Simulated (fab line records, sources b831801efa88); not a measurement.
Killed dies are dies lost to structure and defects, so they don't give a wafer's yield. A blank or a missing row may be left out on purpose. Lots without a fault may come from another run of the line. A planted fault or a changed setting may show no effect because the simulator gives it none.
Split-lot experiment | flow sfq_line | 5 lots, 23 wafers read, on a route of 325 steps

THE SPLIT
At SFQ_TRILAYER_M1_LITHO_EXPOSE_040 (exposes mask M1, target cd 500 nm), the setting dose_mj was moved away from the recipe's 14.4 on 4 of the 23 wafers read, by +2.8% to +4.4%. The other wafers ran this setting at the recipe's value.

The file shows no step between the split and the reading.

THE READING
M1.cd_nm (the simulator's own value, which no gauge read), in nm, at SFQ_TRILAYER_M1_BARC_OPEN_METAL_ETCH_054 (etches BARC in O2, target depth 125 nm, time 41.7 s). The file gives no usual value for it. The 19 wafers here that ran the recipe average 500.1 nm, standard deviation 0.82 nm.

wafer  | tool, chamber at the split | dose_mj as run | against the recipe | M1.cd_nm, nm | against lot-mates on the recipe
L078.4 | krf_scanner-02, 0          | 14.4           | recipe             | 499.6        | -
L078.5 | krf_scanner-02, 0          | 14.4           | recipe             | 499.1        | -
L078.6 | krf_scanner-02, 0          | 14.4           | recipe             | 498.7        | -
L079.1 | krf_scanner-02, 0          | 14.4           | recipe             | 502.1        | -
L079.3 | krf_scanner-02, 0          | 14.81          | +2.8%              | 496.2        | -5.3
L079.4 | krf_scanner-02, 0          | 14.4           | recipe             | 501          | -
L079.5 | krf_scanner-02, 0          | 14.4           | recipe             | 501.5        | -
L079.6 | krf_scanner-02, 0          | 14.81          | +2.8%              | 496.3        | -5.2
L080.1 | krf_scanner-02, 0          | 14.4           | recipe             | 500          | -
L080.2 | krf_scanner-02, 0          | 14.4           | recipe             | 500.5        | -
L080.3 | krf_scanner-02, 0          | 14.4           | recipe             | 500.3        | -
L080.4 | krf_scanner-02, 0          | 14.4           | recipe             | 500.2        | -
L080.6 | krf_scanner-02, 0          | 14.4           | recipe             | 499.7        | -
L084.1 | krf_scanner-02, 0          | 14.4           | recipe             | 499.2        | -
L084.2 | krf_scanner-02, 0          | 14.4           | recipe             | 500.1        | -
L084.4 | krf_scanner-02, 0          | 14.4           | recipe             | 500.2        | -
L084.5 | krf_scanner-02, 0          | 14.4           | recipe             | 499.8        | -
L084.6 | krf_scanner-02, 0          | 14.4           | recipe             | 499.3        | -
L085.1 | krf_scanner-01, 0          | 15.03          | +4.4%              | 493.9        | -6.4
L085.2 | krf_scanner-01, 0          | 14.4           | recipe             | 500.8        | -
L085.3 | krf_scanner-01, 0          | 14.4           | recipe             | 499.6        | -
L085.5 | krf_scanner-01, 0          | 15.03          | +4.4%              | 493.7        | -6.6
L085.6 | krf_scanner-01, 0          | 14.4           | recipe             | 500.5        | -

THE FIT
A straight line over all 23 wafers: M1.cd_nm changes by -1.42 nm for each +1% of dose_mj; r = -0.94; the points scatter about the line by 0.78 nm.
The same after taking each lot's own level away (the mean of its wafers on the recipe; 23 wafers): -1.59 nm for each +1%; r = -0.98; scatter 0.47 nm.
On that fit, the largest move of dose_mj shifts the reading by 7 nm.
The lots' own levels span 499.13 to 501.53 nm, that is 2.9 times the standard deviation above.
So the lot-to-lot level changes the slope: the two fits differ.
Check: with one of the wafers moved furthest among these (+4.4%) left out of the fit, the line predicts -7.29 nm for it against its lot-mates. It came out at -6.4 nm against them.

OTHER SPLITS ON THESE WAFERS
These wafers also went through other splits before the reading. Each is held against what the fit with the lots' levels taken away leaves over:
other split on the same wafers                      | wafers away from the commonest value | r with M1.cd_nm (lot level and that fit taken away)
SFQ_TRILAYER_INCOMING_OXIDATION_002 temp_c          | 18                                   | -0.10
SFQ_TRILAYER_L0_LITHO_PEB_008 peb_time_s            | 9                                    | -0.02
SFQ_TRILAYER_L0_BARC_OPEN_METAL_ETCH_010 bias_w     | 8                                    | -0.01
SFQ_TRILAYER_L0_VIA_LITHO_EXPOSE_014 dose_mj        | 10                                   | -0.07
SFQ_TRILAYER_L0_VIA_BARC_OPEN_VIA_ETCH_021 bias_w   | 11                                   | +0.33
SFQ_TRILAYER_M0_LITHO_COAT_026 resist_thk_nm        | 10                                   | +0.34
SFQ_TRILAYER_M0_BARC_OPEN_METAL_ETCH_031 time_s     | 4                                    | +0.08
SFQ_TRILAYER_I0_CMP_CMP_028 leave_above_ref_nm      | 8                                    | -0.25
SFQ_TRILAYER_I0_VIA_LITHO_PEB_034 peb_time_s        | 7                                    | +0.00
SFQ_TRILAYER_I0_VIA_BARC_OPEN_VIA_ETCH_046 source_w | 8                                    | -0.03

THE FILE'S OWN FIT
M1.cd_nm changes by -1.59 nm for each +1% of dose_mj, r = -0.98.
